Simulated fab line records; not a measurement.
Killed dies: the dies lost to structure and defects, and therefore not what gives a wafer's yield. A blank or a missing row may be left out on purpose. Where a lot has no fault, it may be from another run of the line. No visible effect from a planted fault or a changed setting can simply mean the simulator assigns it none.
A struck lot beside a sound one -- flow sky130 -- 17 out of 708 route steps
Sound: wafers L194.1, L194.2, L194.4. The struck wafers were L208.4, L208.5, L208.6. The cause is given at the end.
At each step with rows: each side's tool, then ch and its chambers, then its first start. Under that, the readings that differ: sound wafers -- struck wafers -- difference of the means -- sigmas: that difference in standard deviations of wafers without a fault.
alike: readings whose means differ by less than 2 such deviations, and words and numbers that are the same on both sides. not compared: withheld readings, readings that some wafer has no value for, bounds like >300 that may hide the same value, and numbers for which the record gives no deviation and whose values overlap.
A row with sigmas, a row that says differs or no value, or rows on one side alone: a step with any of these is where the two part. Numbers that don't overlap but have no deviation are shown without sigmas and don't part them. Lack of a reading on every wafer of one side parts them only where that side has two or more wafers.

SKY_VT_ADJUST_HVTR_OVL_MEAS_08:
  struck on overlay-02, day 14 08:26; sound on overlay-01, day 10 20:07
  alike: VT_ADJUST_HVTR_OVL
after that, 1 step had no rows for these wafers: SKY_VT_ADJUST_HVTR_IMPLANT_09.
SKY_VT_ADJUST_HVTR_STRIP_10: strips in O2/N2.
  sound on plasma-asher-04 ch 0,1, day 10 20:19; struck on plasma-asher-04 ch 0,1, day 14 08:47
  alike: drypump-motor-current-A, oes-product-au, strip-time-to-endpoint-s
  not compared: rf-hours-counter-h
SKY_VT_ADJUST_HVTR_TW_MEAS_11:
  struck on film-metro-02, day 14 08:53; sound on film-metro-03, day 10 20:25
  alike: VT_ADJUST_HVTR_TW
then, 7 steps without rows for these wafers: SKY_VT_ADJUST_PCH_DEHYDRATE_00 (time 60 s); SKY_VT_ADJUST_PCH_HMDS_01 (prime time 60 s); SKY_VT_ADJUST_PCH_COAT_02 (resist thk 3000 nm); SKY_VT_ADJUST_PCH_SOFTBAKE_03; SKY_VT_ADJUST_PCH_EXPOSE_04 (exposes mask NWM, target cd 840 nm); SKY_VT_ADJUST_PCH_PEB_05; SKY_VT_ADJUST_PCH_DEVELOP_06 (develop time 60 s).
SKY_VT_ADJUST_PCH_OVL_MEAS_07:
  struck on overlay-01, day 15 13:10; sound on overlay-02, day 11 21:05
  alike: VT_ADJUST_PCH_OVL
SKY_VT_ADJUST_PCH_IMPLANT_08:
  sound on implanter-01 ch 0, day 11 21:08; struck on implanter-01 ch 0, day 15 13:35
  alike: beam-on-s
SKY_VT_ADJUST_PCH_STRIP_09: strips in O2/N2.
  sound on plasma-asher-04 ch 0,1, day 11 21:17; struck on plasma-asher-01 ch 0,1, day 15 13:41
  alike: drypump-motor-current-A, oes-product-au, strip-time-to-endpoint-s
  not compared: rf-hours-counter-h
SKY_VT_ADJUST_PCH_TW_MEAS_10:
  struck on film-metro-02, day 15 13:47; sound on film-metro-01, day 11 21:23
reading,sound,struck,difference,sigmas
VT_ADJUST_PCH_TW,143.8 143.9 144.5,175.0 176.2 175.5,+31.5,+15
then, 2 steps without rows for these wafers: SKY_SONOS_TUNNEL_DEHYDRATE_00 (time 60 s); SKY_PAD_OPEN_PROBE_99.

## WHERE THEY PART
SKY_VT_ADJUST_PCH_TW_MEAS_10 only, going by this record.

WHY: the cause the simulator had injected
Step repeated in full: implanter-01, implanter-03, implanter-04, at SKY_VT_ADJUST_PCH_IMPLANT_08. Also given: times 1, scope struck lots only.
